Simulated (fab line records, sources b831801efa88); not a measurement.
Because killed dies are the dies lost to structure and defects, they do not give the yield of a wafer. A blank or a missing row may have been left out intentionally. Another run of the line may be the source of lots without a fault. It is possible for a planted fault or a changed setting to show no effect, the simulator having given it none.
fab line records + flow gf180mcu
record:
- lots: 5
- wafers: 15
- last-day: 33
route steps=602 shown M1@329 V1@335
lots that met no fault: from a run of the same line without faults
start-h: hours from the record's opening day to when the first of the lot's shown wafers began + wait-h: time in hours since the lot's previous step + " identical to the entry in the row above + L1.1+2: a row that stands for several wafers + - no value, or no start given + * or withheld: withheld + < > ~ a bound
route shown NAME@n: a module of which the file shows steps, and the number in the route of the first + usual: mean/standard deviation of fault-free wafers + same: alike in all rows + chamber/n: place in a boat + sites: each site's reading + _std_site: how widely they spread, as a standard deviation + _edge_site: inner sites' mean taken away from outer sites' mean + radius-mm: how far each site lies from the wafer's centre + mask NAME#n: copy n + behind: the tool/chamber that last shaped the wafer + hold: why the lot was held/for how many hours/how that ended + device: the transistor (n, p or np) that didn't switch + end of line: tests of these same wafers at the route's end + a step without rows: its recipe alone + killed: dies that structure and defects cost at the first sort, which is not the same as the wafer's yield + map: shows each die of a wafer: x if killed, . if not, _ if none is there
set.NAME: the setting that was run; set.NAME@STEP: the one run at that earlier step + model.NAME: the simulator's own value behind a step, which no gauge read
lots at some steps of the route; a table a step, a row a wafer
services: a tool's chamber out of use, with start hour (start-h, from the record's first day; less than 0 if before it), hours out, and reason
== steps ==
step: GF_M1_CD_MEAS_14
recipe:
- target-cd-nm: 230
usual:
- cd-nm: 230.0/1.1
| lot.wafer | tool      | chamber | start-h | wait-h | cd-nm |
|-----------|-----------|---------|---------|--------|-------|
| L077.2    | cd-sem-02 | -       | 408.29  | 0.1    | 228.8 |
| L077.3    | "         | -       | "       | "      | 229.9 |
| L077.5    | "         | -       | "       | "      | 228.3 |
| L079.3    | cd-sem-02 | -       | 431.85  | 0.1    | 230.5 |
| L079.5    | "         | -       | "       | "      | 230.3 |
| L079.6    | "         | -       | "       | "      | 230.8 |
| L085.2    | cd-sem-02 | -       | 484.58  | 0.1    | 226.6 |
| L085.5    | "         | -       | "       | "      | 229.5 |
| L085.6    | "         | -       | "       | "      | 227.7 |
| L088.1    | cd-sem-02 | -       | 510.25  | 0.1    | 230.5 |
| L088.2    | "         | -       | "       | "      | 229.8 |
| L088.4    | "         | -       | "       | "      | 229.4 |
| L091.2    | cd-sem-01 | -       | 538.81  | 0.1    | 229.9 |
| L091.4    | "         | -       | "       | "      | 228.9 |
| L091.6    | "         | -       | "       | "      | 230.2 |
step: GF_M1_OVL_MEAS_15
usual:
- M1_OVL: -4/5.6
| lot.wafer | tool       | chamber | start-h | wait-h | M1_OVL[nm] |
|-----------|------------|---------|---------|--------|------------|
| L077.2    | overlay-02 | -       | 408.39  | 0.1    | -4         |
| L077.3    | "          | -       | "       | "      | -5         |
| L077.5    | "          | -       | "       | "      | -6         |
| L079.3    | overlay-01 | -       | 431.94  | 0.1    | 2          |
| L079.5    | "          | -       | "       | "      | -2         |
| L079.6    | "          | -       | "       | "      | -8         |
| L085.2    | overlay-01 | -       | 484.68  | 0.1    | -3         |
| L085.5    | "          | -       | "       | "      | -8         |
| L085.6    | "          | -       | "       | "      | 5          |
| L088.1    | overlay-02 | -       | 510.37  | 0.1    | -16        |
| L088.2    | "          | -       | "       | "      | -9         |
| L088.4    | "          | -       | "       | "      | -5         |
| L091.2    | overlay-02 | -       | 538.92  | 0.1    | 3          |
| L091.4    | "          | -       | "       | "      | -4         |
| L091.6    | "          | -       | "       | "      | -1         |
step: GF_M1_METAL_ETCH_16
recipe:
- chemistry: Cl2/BCl3
- mask-material: KrF
- target-depth-nm: 627.5
- stop-on: SiO2
- pressure-mtorr: 8
- icp-w: 800
- bias-w: 140
- Cl2_flow_sccm: 80
- bcl3-flow-sccm: 40
- time-s: 104.6
usual:
- chamber-pressure-mTorr: 8.000/0.0071
- drypump-motor-current-A: 5.6/0.42
- oes-product-au: 0.972/0.006
- throttle-valve-pct: 28.250/0.011
same:
- time-s: 104.6
| lot.wafer | tool         | chamber | start-h | wait-h | chamber-pressure-mTorr | drypump-motor-current-A | oes-product-au | rf-hours-counter-h | throttle-valve-pct |
|-----------|--------------|---------|---------|--------|------------------------|-------------------------|----------------|--------------------|--------------------|
| L077.2    | rie-metal-01 | 1       | 408.46  | 0.1    | 8.006                  | 6.0                     | 0.974          | -                  | 28.254             |
| L077.3    | "            | 1       | "       | "      | 8.010                  | 6.0                     | 0.974          | -                  | 28.252             |
| L077.5    | "            | 1       | "       | "      | 7.991                  | 6.0                     | 0.966          | -                  | 28.251             |
| L079.3    | rie-metal-04 | 0       | 432.04  | 0.1    | 7.995                  | 4.9                     | 0.972          | -                  | 28.245             |
| L079.5    | "            | 0       | "       | "      | 8.006                  | 4.9                     | 0.980          | -                  | 28.247             |
| L079.6    | "            | 0       | "       | "      | 8.007                  | 4.9                     | 0.977          | -                  | 28.247             |
| L085.2    | rie-metal-01 | 0       | 484.71  | 0.0    | 7.997                  | 5.5                     | 0.974          | 1                  | 28.243             |
| L085.5    | "            | 1       | "       | "      | 8.002                  | 6.0                     | 0.968          | -                  | 28.255             |
| L085.6    | "            | 0       | "       | "      | 7.997                  | 5.5                     | 0.982          | -                  | 28.243             |
| L088.1    | rie-metal-01 | 1       | 510.40  | 0.0    | 8.007                  | 6.0                     | 0.978          | 1                  | 28.259             |
| L088.2    | "            | 0       | "       | "      | 8.000                  | 5.5                     | 0.978          | 2                  | 28.242             |
| L088.4    | "            | 1       | "       | "      | 7.996                  | 6.0                     | 0.974          | -                  | 28.256             |
| L091.2    | rie-metal-04 | 0       | 538.95  | 0.0    | 8.000                  | 4.9                     | 0.967          | 3                  | 28.244             |
| L091.4    | "            | 1       | "       | "      | 8.007                  | 5.8                     | 0.968          | -                  | 28.244             |
| L091.6    | "            | 0       | "       | "      | 7.990                  | 4.9                     | 0.979          | -                  | 28.242             |
step: GF_M1_STRIP_17
recipe:
- chemistry: O2/N2
- power-w: 1400
- pressure-mtorr: 1500
- platen-temp-c: 250
- o2-flow-sccm: 3000
- n2-flow-sccm: 300
- overash-fraction: 0.5
usual:
- chamber-pressure-mTorr: 1500.0/1.2
- drypump-motor-current-A: 5.86/0.23
- heater-power-w: 335/29
- n2-flow-sccm: 300.1/0.94
- o2-flow-sccm: 3001/8.6
- oes-product-au: 0.557/0.0047
- platen-temp-c: 250.01/0.19
- strip-time-to-endpoint-s: 7.87/0.061
| lot.wafer | tool            | chamber | start-h | wait-h | chamber-pressure-mTorr | drypump-motor-current-A | heater-power-w | n2-flow-sccm | o2-flow-sccm | oes-product-au | platen-temp-c | rf-hours-counter-h | strip-time-to-endpoint-s |
|-----------|-----------------|---------|---------|--------|------------------------|-------------------------|----------------|--------------|--------------|----------------|---------------|--------------------|--------------------------|
| L077.2    | plasma-asher-02 | 1       | 408.65  | 0.1    | 1500.2                 | 6.04                    | 358            | 300.2        | 3003         | 0.554          | 250.40        | 72                 | 7.90                     |
| L077.3    | "               | 0       | "       | "      | 1498.8                 | 5.75                    | 354            | 300.2        | 2999         | 0.554          | 250.00        | -                  | 7.94                     |
| L077.5    | "               | 0       | "       | "      | 1501.8                 | 5.73                    | 357            | 299.7        | 2994         | 0.562          | 250.06        | -                  | 7.93                     |
| L079.3    | plasma-asher-02 | 1       | 432.22  | 0.1    | 1498.9                 | 6.04                    | 347            | 300.0        | 3007         | 0.549          | 249.96        | -                  | 7.75                     |
| L079.5    | "               | 1       | "       | "      | 1498.7                 | 5.95                    | 351            | 301.4        | 2999         | 0.558          | 249.94        | -                  | 7.75                     |
| L079.6    | "               | 0       | "       | "      | 1500.6                 | 5.76                    | 349            | 299.8        | 3002         | 0.542          | 249.85        | -                  | 7.73                     |
| L085.2    | plasma-asher-02 | 1       | 484.83  | 0.1    | 1497.4                 | 6.03                    | 341            | 300.8        | 2997         | 0.557          | 250.10        | 6                  | 7.90                     |
| L085.5    | "               | 1       | "       | "      | 1500.1                 | 6.03                    | 357            | 300.9        | 3004         | 0.557          | 249.78        | -                  | 8.00                     |
| L085.6    | "               | 0       | "       | "      | 1500.3                 | 5.73                    | 347            | 300.9        | 2997         | 0.557          | 250.20        | -                  | 7.95                     |
| L088.1    | plasma-asher-04 | 0       | 510.52  | 0.1    | 1499.8                 | 5.99                    | 366            | 299.5        | 3012         | 0.559          | 250.02        | 40                 | 7.95                     |
| L088.2    | "               | 1       | "       | "      | 1499.8                 | 5.71                    | 321            | 300.6        | 3017         | 0.552          | 249.89        | 40                 | 7.86                     |
| L088.4    | "               | 1       | "       | "      | 1498.3                 | 5.72                    | 321            | 300.8        | 3013         | 0.553          | 250.08        | -                  | 7.90                     |
| L091.2    | plasma-asher-02 | 0       | 539.06  | 0.1    | 1500.0                 | 5.72                    | 360            | 297.9        | 3007         | 0.550          | 249.97        | 12                 | 7.81                     |
| L091.4    | "               | 1       | "       | "      | 1499.4                 | 6.01                    | 357            | 300.3        | 2998         | 0.565          | 249.94        | -                  | 7.95                     |
| L091.6    | "               | 1       | "       | "      | 1498.8                 | 6.03                    | 359            | 299.2        | 3002         | 0.554          | 250.12        | -                  | 7.80                     |
step: GF_M1_STRIP_18
recipe:
- chemistry: post-etch-residue-remover
- time-s: 1200
- temp-c: 72.5
same:
- time-s: 1200
| lot.wafer  | tool         | chamber | start-h | wait-h |
|------------|--------------|---------|---------|--------|
| L077.2+3+5 | wet-bench-01 | 1       | 408.75  | 0.1    |
| L079.3+5+6 | wet-bench-01 | 0       | 432.29  | 0.0    |
| L085.2+5+6 | wet-bench-01 | 1       | 484.93  | 0.1    |
| L088.1+2+4 | wet-bench-04 | 3       | 510.62  | 0.1    |
| L091.2+4+6 | wet-bench-02 | 0       | 539.16  | 0.1    |
step: GF_M1_CLEAN_19
recipe:
- chemistry: DIW
- dry: n2-spin
| lot.wafer  | tool         | chamber | start-h | wait-h |
|------------|--------------|---------|---------|--------|
| L077.2+3+5 | wet-bench-04 | 1       | 409.09  | 0.0    |
| L079.3+5+6 | wet-bench-04 | 3       | 432.63  | 0.0    |
| L085.2+5+6 | wet-bench-04 | 2       | 485.27  | 0.0    |
| L088.1+2+4 | wet-bench-01 | 0       | 510.96  | 0.0    |
| L091.2+4+6 | wet-bench-04 | 1       | 539.50  | 0.0    |
step: GF_V1_CVD_00
recipe:
- material: SiO2
- target-thk-nm: 600
- sigma-open-frac: 0.3
- temp-c: 400
- time-s: 100
- sih4-flow-sccm: 60
- pressure-mtorr: 6
same:
- time-s: 100
| lot.wafer  | tool      | chamber | start-h | wait-h |
|------------|-----------|---------|---------|--------|
| L077.2+3+5 | hdpcvd-01 | 2,0,2   | 409.18  | 0.0    |
| L079.3+5+6 | hdpcvd-01 | 2,2,0   | 432.72  | 0.0    |
| L085.2+5+6 | hdpcvd-02 | 2,0,2   | 485.36  | 0.0    |
| L088.1+2+4 | hdpcvd-01 | 2,0,1   | 511.06  | 0.0    |
| L091.2+4+6 | hdpcvd-01 | 0,0,2   | 539.60  | 0.0    |
step: GF_V1_THK_MEAS_01
recipe:
- reads: SiO2_of_V1_CVD_00
usual:
- V1_CVD_00_THK: 601/8.7
| lot.wafer | tool          | chamber | start-h | wait-h | V1_CVD_00_THK[nm] |
|-----------|---------------|---------|---------|--------|-------------------|
| L077.2    | film-metro-02 | -       | 409.26  | 0.0    | 602               |
| L077.3    | "             | -       | "       | "      | 600               |
| L077.5    | "             | -       | "       | "      | 599               |
| L079.3    | film-metro-03 | -       | 432.81  | 0.1    | 607               |
| L079.5    | "             | -       | "       | "      | 601               |
| L079.6    | "             | -       | "       | "      | 599               |
| L085.2    | film-metro-04 | -       | 485.44  | 0.0    | 604               |
| L085.5    | "             | -       | "       | "      | 615               |
| L085.6    | "             | -       | "       | "      | 607               |
| L088.1    | film-metro-03 | -       | 511.13  | 0.0    | 594               |
| L088.2    | "             | -       | "       | "      | 588               |
| L088.4    | "             | -       | "       | "      | 594               |
| L091.2    | film-metro-02 | -       | 539.68  | 0.0    | 589               |
| L091.4    | "             | -       | "       | "      | 593               |
| L091.6    | "             | -       | "       | "      | 590               |
step: GF_V1_CVD_02
recipe:
- material: SiO2
- target-thk-nm: 850
- precursor: TEOS
- temp-c: 400
- time-s: 94.851
- rf-w: 600
usual:
- heater-power-w: 655/100
same:
- time-s: 94.851
| lot.wafer | tool     | chamber | start-h | wait-h | heater-power-w |
|-----------|----------|---------|---------|--------|----------------|
| L077.2    | pecvd-01 | 0       | 409.31  | 0.0    | 610            |
| L077.3    | "        | 2       | "       | "      | 824            |
| L077.5    | "        | 2       | "       | "      | 854            |
| L079.3    | pecvd-01 | 0       | 432.85  | 0.0    | 582            |
| L079.5    | "        | 2       | "       | "      | 802            |
| L079.6    | "        | 0       | "       | "      | 602            |
| L085.2    | pecvd-01 | 2       | 485.49  | 0.0    | 873            |
| L085.5    | "        | 2       | "       | "      | 887            |
| L085.6    | "        | 0       | "       | "      | 628            |
| L088.1    | pecvd-01 | 2       | 511.19  | 0.1    | 898            |
| L088.2    | "        | 0       | "       | "      | 527            |
| L088.4    | "        | 0       | "       | "      | 560            |
| L091.2    | pecvd-03 | 1       | 539.73  | 0.0    | 511            |
| L091.4    | "        | 0       | "       | "      | 778            |
| L091.6    | "        | 1       | "       | "      | 556            |
step: GF_V1_THK_MEAS_03
recipe:
- reads: SiO2_of_V1_CVD_02
usual:
- V1_CVD_02_THK: 849/12
| lot.wafer | tool          | chamber | start-h | wait-h | V1_CVD_02_THK[nm] |
|-----------|---------------|---------|---------|--------|-------------------|
| L077.2    | film-metro-04 | -       | 409.39  | 0.0    | 847               |
| L077.3    | "             | -       | "       | "      | 846               |
| L077.5    | "             | -       | "       | "      | 856               |
| L079.3    | film-metro-04 | -       | 432.94  | 0.1    | 845               |
| L079.5    | "             | -       | "       | "      | 856               |
| L079.6    | "             | -       | "       | "      | 861               |
| L085.2    | film-metro-04 | -       | 485.57  | 0.0    | 846               |
| L085.5    | "             | -       | "       | "      | 858               |
| L085.6    | "             | -       | "       | "      | 853               |
| L088.1    | film-metro-03 | -       | 511.26  | 0.0    | 829               |
| L088.2    | "             | -       | "       | "      | 850               |
| L088.4    | "             | -       | "       | "      | 845               |
| L091.2    | film-metro-03 | -       | 539.81  | 0.0    | 831               |
| L091.4    | "             | -       | "       | "      | 839               |
| L091.6    | "             | -       | "       | "      | 842               |
step: GF_V1_CMP_04
recipe:
- material: SiO2
- down-force-psi: 4
- platen-rpm: 60
- pad-velocity-m-s: 0.94248
usual:
- edge-zone-pressure-frac: 1.000/0.0055
- head-pressure-psi: 3.998/0.0098
- motor-current-A: 12.4/1.2
- time-to-endpoint-s: 78/6.2
| lot.wafer | tool   | chamber | start-h | wait-h | edge-zone-pressure-frac | head-pressure-psi | motor-current-A | time-to-endpoint-s |
|-----------|--------|---------|---------|--------|-------------------------|-------------------|-----------------|--------------------|
| L077.3    | cmp-02 | 0       | 409.49  | 0.1    | 0.993                   | 4.006             | 11.5            | 83                 |
| L077.2    | "      | 1       | "       | "      | 0.995                   | 3.992             | 12.5            | 76                 |
| L077.5    | "      | 3       | "       | "      | 1.008                   | 4.007             | 13.5            | 74                 |
| L079.3    | cmp-02 | 3       | 433.13  | 0.2    | 1.001                   | 4.004             | 13.1            | 70                 |
| L079.5    | "      | 0       | "       | "      | 1.002                   | 4.003             | 11.5            | 78                 |
| L079.6    | "      | 1       | "       | "      | 0.998                   | 3.976             | 12.4            | 87                 |
| L085.2    | cmp-02 | 0       | 485.67  | 0.1    | 1.004                   | 3.999             | 11.5            | 80                 |
| L085.5    | "      | 3       | "       | "      | 1.004                   | 3.997             | 14.3            | 77                 |
| L085.6    | "      | 0       | "       | "      | 1.003                   | 3.994             | 11.2            | 88                 |
| L088.1    | cmp-02 | 3       | 511.32  | 0.1    | 0.998                   | 4.001             | 13.2            | 65                 |
| L088.2    | "      | 0       | "       | "      | 0.997                   | 3.998             | 11.5            | 88                 |
| L088.4    | "      | 1       | "       | "      | 0.999                   | 4.004             | 11.3            | 84                 |
| L091.4    | cmp-02 | 2       | 539.86  | 0.0    | 1.016                   | 3.997             | 12.6            | 72                 |
| L091.2    | "      | 0       | "       | "      | 0.995                   | 4.000             | 10.8            | 81                 |
| L091.6    | "      | 2       | "       | "      | 0.999                   | 3.996             | 11.8            | 76                 |
step: GF_V1_BOW_MEAS_05
recipe:
- mode: bow
usual:
- V1_BOW: 83/7.6
| lot.wafer | tool          | chamber | start-h | wait-h | V1_BOW[um] |
|-----------|---------------|---------|---------|--------|------------|
| L077.2    | film-metro-04 | -       | 409.76  | 0.2    | 83         |
| L077.3    | "             | -       | "       | "      | 83         |
| L077.5    | "             | -       | "       | "      | 81         |
| L079.3    | film-metro-03 | -       | 433.32  | 0.1    | 87         |
| L079.5    | "             | -       | "       | "      | 85         |
| L079.6    | "             | -       | "       | "      | 86         |
| L085.2    | film-metro-04 | -       | 485.94  | 0.2    | 85         |
| L085.5    | "             | -       | "       | "      | 90         |
| L085.6    | "             | -       | "       | "      | 82         |
| L088.1    | film-metro-03 | -       | 511.62  | 0.2    | 83         |
| L088.2    | "             | -       | "       | "      | 70         |
| L088.4    | "             | -       | "       | "      | 70         |
| L091.2    | film-metro-03 | -       | 540.18  | 0.2    | 88         |
| L091.4    | "             | -       | "       | "      | 82         |
| L091.6    | "             | -       | "       | "      | 88         |
step: GF_V1_DEHYDRATE_06
recipe:
- temp-c: 200
- time-s: 60
same:
- time-s: 60
| lot.wafer  | tool           | chamber | start-h | wait-h |
|------------|----------------|---------|---------|--------|
| L077.2+3+5 | litho-track-04 | 0       | 421.32  | 11.5   |
| L079.3+5+6 | litho-track-03 | 0       | 445.24  | 11.9   |
| L085.2+5+6 | litho-track-03 | 0       | 497.91  | 12.0   |
| L088.1+2+4 | litho-track-02 | 0       | 522.86  | 11.2   |
| L091.2+4+6 | litho-track-02 | 0       | 550.83  | 10.6   |
step: GF_V1_HMDS_07
recipe:
- prime-time-s: 60
- prime-temp-c: 120
| lot.wafer  | tool           | chamber | start-h | wait-h |
|------------|----------------|---------|---------|--------|
| L077.2+3+5 | litho-track-04 | 0       | 421.47  | 0.1    |
| L079.3+5+6 | litho-track-03 | 0       | 445.39  | 0.1    |
| L085.2+5+6 | litho-track-03 | 0       | 498.06  | 0.1    |
| L088.1+2+4 | litho-track-02 | 0       | 523.01  | 0.1    |
| L091.2+4+6 | litho-track-02 | 0       | 550.98  | 0.1    |
step: GF_V1_COAT_08
recipe:
- resist: BARC
- temp-c: withheld
- time-s: withheld
- spin-rpm: withheld
- resist-thk-nm: withheld
| lot.wafer  | tool           | chamber | start-h | wait-h |
|------------|----------------|---------|---------|--------|
| L077.2+3+5 | litho-track-04 | 0       | 421.62  | 0.1    |
| L079.3+5+6 | litho-track-03 | 0       | 445.54  | 0.1    |
| L085.2+5+6 | litho-track-03 | 0       | 498.21  | 0.1    |
| L088.1+2+4 | litho-track-02 | 0       | 523.16  | 0.1    |
| L091.2+4+6 | litho-track-02 | 0       | 551.13  | 0.1    |
step: GF_V1_COAT_09
recipe:
- resist: KrF
- spin-rpm: withheld
- resist-thk-nm: 1000
| lot.wafer  | tool           | chamber | start-h | wait-h |
|------------|----------------|---------|---------|--------|
| L077.2+3+5 | litho-track-04 | 0       | -       | -      |
| L079.3+5+6 | litho-track-03 | 0       | -       | -      |
| L085.2+5+6 | litho-track-03 | 0       | -       | -      |
| L088.1+2+4 | litho-track-02 | 0       | -       | -      |
| L091.2+4+6 | litho-track-02 | 0       | -       | -      |
step: GF_V1_SOFTBAKE_10
recipe:
- temp-c: 130
- time-s: 60
- resist: KrF
same:
- time-s: 60
| lot.wafer  | tool           | chamber | start-h | wait-h |
|------------|----------------|---------|---------|--------|
| L077.2+3+5 | litho-track-04 | 0       | -       | -      |
| L079.3+5+6 | litho-track-03 | 0       | -       | -      |
| L085.2+5+6 | litho-track-03 | 0       | -       | -      |
| L088.1+2+4 | litho-track-02 | 0       | -       | -      |
| L091.2+4+6 | litho-track-02 | 0       | -       | -      |
step: GF_V1_EXPOSE_11
recipe:
- mask-id: Via1
- target-cd-nm: 260
- na: 0.68
- source-shape: conventional
- sigma-outer: 0.6
- dose-mj: 38
usual:
- stage-vel-mm-s: 500.06/0.24
| lot.wafer | tool           | chamber | start-h | wait-h | mask   | stage-vel-mm-s |
|-----------|----------------|---------|---------|--------|--------|----------------|
| L077.2    | krf-scanner-02 | 0       | -       | -      | Via1#0 | 500.21         |
| L077.3    | "              | 0       | "       | "      | Via1#0 | 500.16         |
| L077.5    | "              | 0       | "       | "      | Via1#0 | 499.92         |
| L079.3    | krf-scanner-02 | 0       | -       | -      | Via1#0 | 499.47         |
| L079.5    | "              | 0       | "       | "      | Via1#0 | 500.27         |
| L079.6    | "              | 0       | "       | "      | Via1#0 | 500.03         |
| L085.2    | krf-scanner-02 | 0       | -       | -      | Via1#0 | 500.06         |
| L085.5    | "              | 0       | "       | "      | Via1#0 | 500.11         |
| L085.6    | "              | 0       | "       | "      | Via1#0 | 500.11         |
| L088.1    | krf-scanner-02 | 0       | -       | -      | Via1#0 | 500.11         |
| L088.2    | "              | 0       | "       | "      | Via1#0 | 500.23         |
| L088.4    | "              | 0       | "       | "      | Via1#0 | 500.11         |
| L091.2    | krf-scanner-01 | 0       | -       | -      | Via1#0 | 499.52         |
| L091.4    | "              | 0       | "       | "      | Via1#0 | 499.66         |
| L091.6    | "              | 0       | "       | "      | Via1#0 | 499.71         |
step: GF_V1_PEB_12
recipe:
- peb-temp-c: 135
- peb-time-s: 90
- resist: KrF
| lot.wafer  | tool           | chamber | start-h | wait-h |
|------------|----------------|---------|---------|--------|
| L077.2+3+5 | litho-track-04 | 0       | -       | -      |
| L079.3+5+6 | litho-track-02 | 0       | -       | -      |
| L085.2+5+6 | litho-track-03 | 0       | -       | -      |
| L088.1+2+4 | litho-track-03 | 0       | -       | -      |
| L091.2+4+6 | litho-track-04 | 0       | -       | -      |
step: GF_V1_DEVELOP_13
recipe:
- develop-time-s: 60
- resist: KrF
- dev-temp-c: 21
| lot.wafer  | tool           | chamber | start-h | wait-h |
|------------|----------------|---------|---------|--------|
| L077.2+3+5 | litho-track-04 | 0       | 433.17  | 0.2    |
| L079.3+5+6 | litho-track-02 | 0       | 456.71  | 0.1    |
| L085.2+5+6 | litho-track-03 | 0       | 509.81  | 0.2    |
| L088.1+2+4 | litho-track-03 | 0       | 534.74  | 0.2    |
| L091.2+4+6 | litho-track-04 | 0       | 562.22  | 0.2    |
step: GF_V1_CD_MEAS_14
recipe:
- target-cd-nm: 260
usual:
- cd-nm: 260.2/1.1
| lot.wafer | tool      | chamber | start-h | wait-h | cd-nm |
|-----------|-----------|---------|---------|--------|-------|
| L077.2    | cd-sem-02 | -       | 433.32  | 0.1    | 261.5 |
| L077.3    | "         | -       | "       | "      | 260.3 |
| L077.5    | "         | -       | "       | "      | 259.4 |
| L079.3    | cd-sem-02 | -       | 456.85  | 0.1    | 258.6 |
| L079.5    | "         | -       | "       | "      | 259.8 |
| L079.6    | "         | -       | "       | "      | 260.3 |
| L085.2    | cd-sem-02 | -       | 509.96  | 0.1    | 260.9 |
| L085.5    | "         | -       | "       | "      | 260.5 |
| L085.6    | "         | -       | "       | "      | 261.9 |
| L088.1    | cd-sem-02 | -       | 534.89  | 0.1    | 259.1 |
| L088.2    | "         | -       | "       | "      | 259.8 |
| L088.4    | "         | -       | "       | "      | 260.1 |
| L091.2    | cd-sem-01 | -       | 562.37  | 0.1    | 260.7 |
| L091.4    | "         | -       | "       | "      | 259.9 |
| L091.6    | "         | -       | "       | "      | 260.5 |
step: GF_V1_OVL_MEAS_15
usual:
- V1_OVL: -3/5.7
| lot.wafer | tool       | chamber | start-h | wait-h | V1_OVL[nm] |
|-----------|------------|---------|---------|--------|------------|
| L077.2    | overlay-02 | -       | 433.43  | 0.1    | 6          |
| L077.3    | "          | -       | "       | "      | -10        |
| L077.5    | "          | -       | "       | "      | -16        |
| L079.3    | overlay-01 | -       | 456.94  | 0.1    | -2         |
| L079.5    | "          | -       | "       | "      | -6         |
| L079.6    | "          | -       | "       | "      | -17        |
| L085.2    | overlay-01 | -       | 510.06  | 0.1    | -13        |
| L085.5    | "          | -       | "       | "      | -4         |
| L085.6    | "          | -       | "       | "      | -10        |
| L088.1    | overlay-02 | -       | 535.01  | 0.1    | -8         |
| L088.2    | "          | -       | "       | "      | 1          |
| L088.4    | "          | -       | "       | "      | -1         |
| L091.2    | overlay-02 | -       | 562.47  | 0.1    | -10        |
| L091.4    | "          | -       | "       | "      | -5         |
| L091.6    | "          | -       | "       | "      | -2         |
== services ==
| tool            | chamber | start-h | hours | kind   |
|-----------------|---------|---------|-------|--------|
| rie-metal-01    | 0       | 387.07  | 21.8  | repair |
| krf-scanner-01  | -       | 391.37  | 1.3   | pm     |
| plasma-asher-02 | -       | 393.82  | 14.6  | pm     |
| krf-scanner-02  | -       | 401.45  | 0.8   | pm     |
| plasma-asher-02 | -       | 415.10  | 5.1   | repair |
| krf-scanner-02  | -       | 420.05  | 1.0   | pm     |
| plasma-asher-02 | -       | 421.25  | 9.0   | pm     |
| wet-bench-01    | -       | 438.19  | 1.9   | pm     |
| rie-metal-01    | 0       | 443.44  | 2.4   | repair |
| krf-scanner-02  | -       | 456.67  | 0.5   | repair |
| pecvd-01        | 2       | 460.00  | 16.1  | repair |
| rie-metal-01    | -       | 472.60  | 0.6   | repair |
| cmp-02          | -       | 475.27  | 2.2   | repair |
| hdpcvd-01       | -       | 479.54  | 4.3   | pm     |
| pecvd-01        | -       | 483.46  | 0.7   | repair |
| krf-scanner-02  | -       | 485.01  | 2.2   | repair |
| rie-metal-01    | 0       | 486.45  | 16.2  | repair |
| rie-metal-01    | -       | 515.03  | 1.2   | repair |
| cmp-02          | -       | 519.65  | 9.8   | pm     |
| rie-metal-04    | -       | 522.95  | 14.6  | pm     |
| krf-scanner-02  | -       | 524.10  | 1.3   | pm     |
| rie-metal-01    | 1       | 524.93  | 7.7   | repair |
| cmp-02          | -       | 535.01  | 0.7   | repair |
| plasma-asher-02 | -       | 539.37  | 1.5   | repair |
== key ==
fault none
